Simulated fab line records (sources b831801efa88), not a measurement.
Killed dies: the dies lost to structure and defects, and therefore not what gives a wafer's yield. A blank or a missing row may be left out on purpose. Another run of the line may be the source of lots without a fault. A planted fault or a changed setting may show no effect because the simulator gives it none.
fab line records ; flow sky130
record lots=6; wafers=17; last_day=51
route steps=708 shown FIELD_ISO@25 NWELL@32 DNWELL@35 PAD_OPEN@708
lots with no fault: from the same line, run without faults
start_h: the number of hours between the record's first day and the start of the first shown wafer of the lot ; wait_h: time in hours since the lot's previous step ; " unchanged from the row above ; L1.1+2: a single row standing in for several wafers ; - value missing, or start not given ; * or withheld: withheld ; < > ~ a bound
route shown NAME@n: NAME is a module with steps in the file, n the number in the route of the first one ; usual: mean/standard deviation taken from wafers without a fault ; same: alike in all rows ; chamber/n: place in a boat ; sites: each site's reading ; _std_site: their standard deviation ; _edge_site: outer sites' mean less inner sites' ; radius_mm: for every site, how far away it sits from the centre of the wafer ; mask NAME#n: copy n ; behind: the last tool/chamber to shape the wafer ; hold: cause of the lot's hold/its duration in hours/its outcome ; device: which transistor (n, p or np) failed to switch ; end of line: the route-end tests of the same wafers ; step lacking rows: just its recipe ; killed: not the wafer's yield, but the dies lost to structure and defects at the first sort ; map: a wafer's dies, marking killed ones x, the rest . and places with no die _
set.NAME: setting as actually run; set.NAME@STEP: the setting as run at that earlier step ; model.NAME: the simulator's own value behind a step, which no gauge read
a table for each step, a row for each wafer; lots at some steps of the route
services: from which hour (start_h, from the record's first day; less than 0 if before it) a tool's chamber was out of use, for how many hours, and why
## steps
# step SKY_FIELD_ISO_CVD_24
# recipe material=SiO2; target_thk_nm=595; temp_c=650; sigma_open_frac=0.3; time_s=99.2; sih4_flow_sccm=60; pressure_mtorr=6
# step SKY_FIELD_ISO_THK_MEAS_25
# recipe reads=SiO2_of_FIELD_ISO_CVD_24
# usual FIELD_ISO_CVD_24_THK=596/8
lot.wafer;tool;chamber;start_h;wait_h;FIELD_ISO_CVD_24_THK[nm]
L314.1;film_metro-01;-;35.23;0.0;586
L314.5;film_metro-01;-;35.23;0.0;586
L314.6;film_metro-01;-;35.23;0.0;589
L322.2;film_metro-03;-;74.04;0.0;601
L322.6;film_metro-03;-;74.04;0.0;603
L326.3;film_metro-01;-;95.08;0.1;593
L326.5;film_metro-01;-;95.08;0.1;593
L326.6;film_metro-01;-;95.08;0.1;597
L327.4;film_metro-01;-;102.03;0.0;603
L327.5;film_metro-01;-;102.03;0.0;589
L327.6;film_metro-01;-;102.03;0.0;595
L330.1;film_metro-03;-;116.03;0.0;596
L330.5;film_metro-03;-;116.03;0.0;600
L330.6;film_metro-03;-;116.03;0.0;602
L337.1;film_metro-03;-;150.31;0.0;597
L337.2;film_metro-03;-;150.31;0.0;588
L337.5;film_metro-03;-;150.31;0.0;586
# step SKY_FIELD_ISO_ANNEAL_26
# recipe temp_c=1000; time_s=1800; ambient=N2
# step SKY_FIELD_ISO_CMP_27
# recipe stop_on=Si3N4; t_overpolish_s=16; down_force_psi=4; platen_rpm=60; target_thk_nm=457.8; pad_velocity_m_s=0.94248
# usual motor_current_A=11.8/0.89; overpolish_run_s=16.000/0.0089; time_to_endpoint_s=112/4.1
lot.wafer;tool;chamber;start_h;wait_h;motor_current_A;overpolish_run_s;time_to_endpoint_s
L314.1;cmp-02;3;39.33;0.1;10.6;16.010;110
L314.5;cmp-02;0;39.33;0.1;13.2;15.985;108
L314.6;cmp-02;1;39.33;0.1;11.1;16.008;115
L322.2;cmp-02;3;76.57;0.1;11.2;16.012;109
L322.6;cmp-02;3;76.57;0.1;11.3;16.003;116
L326.3;cmp-01;0;97.82;0.1;11.6;15.995;109
L326.5;cmp-01;3;97.82;0.1;13.0;15.999;110
L326.6;cmp-01;0;97.82;0.1;11.5;16.008;113
L327.4;cmp-01;2;106.29;0.0;11.7;16.001;117
L327.6;cmp-01;2;106.29;0.0;10.9;15.992;116
L327.5;cmp-01;3;106.29;0.0;13.3;16.000;108
L330.1;cmp-01;3;118.89;0.1;11.7;16.008;108
L330.6;cmp-01;1;118.89;0.1;12.6;16.002;106
L330.5;cmp-01;2;118.89;0.1;11.3;15.998;116
L337.1;cmp-02;0;152.90;0.1;13.0;15.991;111
L337.2;cmp-02;1;152.90;0.1;11.6;15.995;113
L337.5;cmp-02;0;152.90;0.1;12.9;15.989;109
# step SKY_FIELD_ISO_WET_ETCH_28
# recipe chemistry=dHF; target_depth_nm=23.7; target=SiO2; dilution=10:1; temp_c=25; time_s=47
# step SKY_FIELD_ISO_WET_ETCH_29
# recipe chemistry=H3PO4; target_depth_nm=160; target=Si3N4; temp_c=160; time_s=1825
# step SKY_FIELD_ISO_WET_ETCH_30
# recipe chemistry=dHF; target_depth_nm=25; target=SiO2; dilution=10:1; temp_c=25; time_s=50
# step SKY_NWELL_CLEAN_00
# recipe chemistry=SC1/SC2; mix=1:4:20; temp_c=70; time_s=150; dry=n2_spin
# step SKY_NWELL_OXIDATION_01
# recipe temp_c=900; ambient=O2; stabilise_s=600; purge_s=300; target_thk_a=100; ox_time_s=1418
# step SKY_NWELL_THK_MEAS_02
# recipe reads=SiO2_of_NWELL_OXIDATION_01
# usual NWELL_OXIDATION_THK=10.05/0.17
lot.wafer;tool;chamber;start_h;wait_h;NWELL_OXIDATION_THK[nm]
L314.1;film_metro-03;-;42.11;0.0;10.18
L314.5;film_metro-03;-;42.11;0.0;10.16
L314.6;film_metro-03;-;42.11;0.0;10.07
L322.2;film_metro-01;-;79.52;0.0;9.72
L322.6;film_metro-01;-;79.52;0.0;10.00
L326.3;film_metro-03;-;103.28;0.0;9.83
L326.5;film_metro-03;-;103.28;0.0;9.74
L326.6;film_metro-03;-;103.28;0.0;9.61
L327.4;film_metro-02;-;110.73;0.0;10.33
L327.5;film_metro-02;-;110.73;0.0;10.26
L327.6;film_metro-02;-;110.73;0.0;10.21
L330.1;film_metro-01;-;122.38;0.0;9.98
L330.5;film_metro-01;-;122.38;0.0;9.85
L330.6;film_metro-01;-;122.38;0.0;9.86
L337.1;film_metro-03;-;155.20;0.0;9.93
L337.2;film_metro-03;-;155.20;0.0;10.20
L337.5;film_metro-03;-;155.20;0.0;10.00
# step SKY_DNWELL_DEHYDRATE_00
# recipe temp_c=200; time_s=60
# step SKY_DNWELL_HMDS_01
# recipe prime_time_s=60; prime_temp_c=120
# step SKY_DNWELL_COAT_02
# recipe spin_rpm=2000; resist_thk_nm=3000
lot.wafer;tool;chamber;start_h;wait_h;model.coat_of_DNWELL_COAT_02.thk_nm
L314.1;litho_track-02;0;49.77;0.1;2994
L314.5;litho_track-02;0;49.77;0.1;3000
L314.6;litho_track-02;0;49.77;0.1;2996
L322.2;litho_track-03;0;88.17;0.1;2943
L322.6;litho_track-03;0;88.17;0.1;2996
L326.3;litho_track-03;0;112.19;0.1;2941
L326.5;litho_track-03;0;112.19;0.1;2996
L326.6;litho_track-03;0;112.19;0.1;2988
L327.4;litho_track-01;0;120.25;0.1;3004
L327.5;litho_track-01;0;120.25;0.1;2992
L327.6;litho_track-01;0;120.25;0.1;3003
L330.1;litho_track-02;0;131.52;0.1;3000
L330.5;litho_track-02;0;131.52;0.1;3001
L330.6;litho_track-02;0;131.52;0.1;2999
L337.1+2;litho_track-03;0;166.09;0.1;3013
L337.5;litho_track-03;0;166.09;0.1;3007
# step SKY_DNWELL_SOFTBAKE_03
# recipe temp_c=110; time_s=withheld
# step SKY_DNWELL_EXPOSE_04
# recipe mask_id=DNM; na=0.57; target_cd_nm=3000; dose_mj=222
# step SKY_DNWELL_PEB_05
# recipe temp_c=115; time_s=withheld
# step SKY_DNWELL_DEVELOP_06
# recipe wall_angle_deg=90; developer=TMAH; develop_time_s=60; dev_temp_c=23
lot.wafer;tool;chamber;start_h;wait_h;model.coat_of_DNWELL_COAT_02.thk_nm
L314.1;litho_track-03;0;-;-;2990
L314.5;litho_track-03;0;-;-;2995
L314.6;litho_track-03;0;-;-;2992
L322.2;litho_track-03;0;-;-;2939
L322.6;litho_track-03;0;-;-;2991
L326.3;litho_track-01;0;-;-;2937
L326.5;litho_track-01;0;-;-;2992
L326.6;litho_track-01;0;-;-;2984
L327.4;litho_track-02;0;-;-;3000
L327.5;litho_track-02;0;-;-;2988
L327.6;litho_track-02;0;-;-;2999
L330.1;litho_track-02;0;-;-;2995
L330.5;litho_track-02;0;-;-;2997
L330.6;litho_track-02;0;-;-;2994
L337.1+2;litho_track-02;0;-;-;3009
L337.5;litho_track-02;0;-;-;3002
# step SKY_DNWELL_IMPLANT_07
# recipe species=P; energy_kev=withheld; dose_cm2=withheld; tilt_deg=withheld
# step SKY_DNWELL_STRIP_08
# recipe chemistry=O2/N2; power_w=1400; pressure_mtorr=1500; platen_temp_c=withheld; o2_flow_sccm=3000; n2_flow_sccm=300; overash_fraction=0.5
# usual drypump_motor_current_A=5.9/0.47; oes_product_au=0.722/0.0044; strip_time_to_endpoint_s=36.91/0.09
lot.wafer;tool;chamber;start_h;wait_h;drypump_motor_current_A;oes_product_au;rf_hours_counter_h;strip_time_to_endpoint_s
L314.1;plasma_asher-04;0;58.84;0.1;6.4;0.729;35;36.85
L314.5;plasma_asher-04;0;58.84;0.1;6.4;0.723;-;36.91
L314.6;plasma_asher-04;1;58.84;0.1;6.1;0.714;-;36.89
L322.2;plasma_asher-01;0;97.94;0.1;5.0;0.722;43;36.29
L322.6;plasma_asher-01;1;97.94;0.1;5.8;0.733;-;36.85
L326.3;plasma_asher-03;1;122.31;0.1;6.1;0.721;-;36.24
L326.5;plasma_asher-03;1;122.31;0.1;6.1;0.721;-;36.87
L326.6;plasma_asher-03;0;122.31;0.1;5.4;0.724;-;36.75
L327.4;plasma_asher-01;1;130.15;0.1;5.8;0.716;-;36.96
L327.5;plasma_asher-01;1;130.15;0.1;5.8;0.721;-;36.81
L327.6;plasma_asher-01;0;130.15;0.1;5.0;0.724;-;36.96
L330.1;plasma_asher-03;0;141.92;0.1;5.4;0.724;40;36.90
L330.5;plasma_asher-03;0;141.92;0.1;5.4;0.718;-;36.93
L330.6;plasma_asher-03;1;141.92;0.1;6.1;0.714;-;36.91
L337.1;plasma_asher-04;1;177.27;0.1;6.1;0.719;46;37.08
L337.2;plasma_asher-04;0;177.27;0.1;6.4;0.714;46;37.07
L337.5;plasma_asher-04;1;177.27;0.1;6.1;0.723;-;37.00
# step SKY_DNWELL_TW_MEAS_09
# usual DNWELL_TW=1116/8.1
lot.wafer;tool;chamber;start_h;wait_h;DNWELL_TW
L314.1;film_metro-02;-;58.94;0.1;1121
L314.5;film_metro-02;-;58.94;0.1;1124
L314.6;film_metro-02;-;58.94;0.1;1122
L322.2;film_metro-03;-;98.05;0.1;1117
L322.6;film_metro-03;-;98.05;0.1;1107
L326.3;film_metro-02;-;122.40;0.1;1110
L326.5;film_metro-02;-;122.40;0.1;1108
L326.6;film_metro-02;-;122.40;0.1;1107
L327.4;film_metro-02;-;130.25;0.1;1120
L327.5;film_metro-02;-;130.25;0.1;1115
L327.6;film_metro-02;-;130.25;0.1;1122
L330.1;film_metro-01;-;142.02;0.1;1112
L330.5;film_metro-01;-;142.02;0.1;1104
L330.6;film_metro-01;-;142.02;0.1;1108
L337.1;film_metro-02;-;177.37;0.1;1121
L337.2;film_metro-02;-;177.37;0.1;1115
L337.5;film_metro-02;-;177.37;0.1;1116
# step SKY_PAD_OPEN_PROBE_99
# usual killed_at_M0_to_M3=44/7.2; killed_at_M4_up=2.9/1.8; killed_at_contacts=24/5.2; killed_at_front_end=15/4; killed_at_other=0.2/0.49; killed_dies=85/9.1; killed_open=47/6.8; killed_short=38/5.7
# same gross_dies=492; killed_at_back_side=0
lot.wafer;tool;chamber;start_h;wait_h;killed_at_M0_to_M3;killed_at_M4_up;killed_at_contacts;killed_at_front_end;killed_at_other;killed_dies;killed_open;killed_short
L322.6;prober-02;-;1144.73;0.2;44;2;18;8;0;72;42;30
L326.3;prober-02;-;1167.12;0.2;63;3;23;20;0;109;58;51
L326.6;prober-02;-;1167.27;0.2;50;4;26;13;1;94;59;35
L337.1;prober-01;-;1213.78;0.1;47;6;22;10;1;86;46;40
L337.2;prober-01;-;1213.83;0.1;50;4;30;13;0;97;48;49
L337.5;prober-01;-;1213.98;0.2;52;7;24;12;0;95;59;36
# killed by level:class
L322.6 VIA1:geometric_particle:open=13 VIA2:geometric_particle:open=7 METAL2:geometric_particle:short=7 VIA3:geometric_particle:open=6 FIELD_ISO:geometric_particle:open=5 CONTACT:geometric_particle:open=5 LI_CONTACT:geometric_particle:open=4 LOCAL_INTERCONNECT:geometric_particle:short=4
L326.3 VIA1:geometric_particle:open=18 VIA2:geometric_particle:open=12 CONTACT:geometric_particle:short=9 VIA1:geometric_particle:short=8 METAL2:geometric_particle:short=8 LI_CONTACT:geometric_particle:open=6 FIELD_ISO:geometric_particle:open=6 METAL1:geometric_particle:short=6
L326.6 VIA1:geometric_particle:open=17 CONTACT:geometric_particle:open=12 VIA3:geometric_particle:short=7 VIA3:geometric_particle:open=7 POLY_GATE:geometric_particle:open=6 LI_CONTACT:geometric_particle:open=6 VIA1:geometric_particle:short=6 CONTACT:geometric_particle:short=4
L337.1 CONTACT:geometric_particle:open=9 VIA1:geometric_particle:open=9 VIA3:geometric_particle:open=9 METAL2:geometric_particle:short=7 CONTACT:geometric_particle:short=6 VIA1:geometric_particle:short=4 POLY_GATE:geometric_particle:short=4 METAL1:geometric_particle:short=4
L337.2 CONTACT:geometric_particle:open=14 VIA2:geometric_particle:open=8 METAL2:geometric_particle:short=8 CONTACT:geometric_particle:short=7 METAL1:geometric_particle:short=6 VIA1:geometric_particle:open=6 FIELD_ISO:geometric_particle:open=5 VIA1:geometric_particle:short=5
L337.5 CONTACT:geometric_particle:open=12 VIA1:geometric_particle:open=9 VIA3:geometric_particle:open=8 METAL1:geometric_particle:short=7 VIA2:geometric_particle:open=6 METAL2:geometric_particle:short=6 LI_CONTACT:geometric_particle:open=5 METAL4:geometric_particle:short=4
## services
tool;chamber;start_h;hours;kind
cmp-01;-;28.66;1.7;repair
cmp-02;-;60.40;6.0;repair
cmp-01;-;63.62;4.5;repair
plasma_asher-03;-;69.10;0.9;repair
cmp-01;-;69.49;4.0;pm
cmp-01;-;73.49;-;consumable_replace:conditioner
cmp-01;-;73.49;-;consumable_replace:pad
cmp-02;-;90.60;5.7;repair
plasma_asher-01;-;108.75;9.0;pm
plasma_asher-01;0;108.75;9.0;vent_cycle
plasma_asher-01;1;108.75;9.0;vent_cycle
plasma_asher-01;0;117.75;-;clean
plasma_asher-01;1;117.75;-;clean
cmp-02;-;154.65;4.7;pm
cmp-02;-;167.87;1.0;repair
cmp-01;-;175.55;7.5;pm
## key
first_sign step=SKY_DNWELL_STRIP_08; reading=strip_time_to_endpoint_s; direction=down; sigmas=7.2; usual=*; struck=*
effect none on later readings
model_effect step=SKY_DNWELL_COAT_02; value=coat_of_DNWELL_COAT_02.thk_nm; without=3003; struck=2942
model_effect step=SKY_DNWELL_DEVELOP_06; value=coat_of_DNWELL_COAT_02.thk_nm; without=2999; struck=2938
met_at SKY_DNWELL_COAT_02
struck_wafers L322.2,L326.3
tester_left_out L322,L326
fault kind=process_parameter_drift; tool=litho_track-03; chamber=-; onset_h=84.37; steps=SKY_DNWELL_COAT_02; channel=resist_thk_nm; offset=-60.923; shape=step; end_h=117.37; scope=struck_wafers_only; acts_in=these_recipes_only; stated=3000
# tester_left_out: of these lots the tester's yield and bins aren't shown, on N5 and GAA mostly nor the transistor test; their killed dies are dies lost to structure and defects alone, not to doping, threshold or leakage, so they don't give the yield
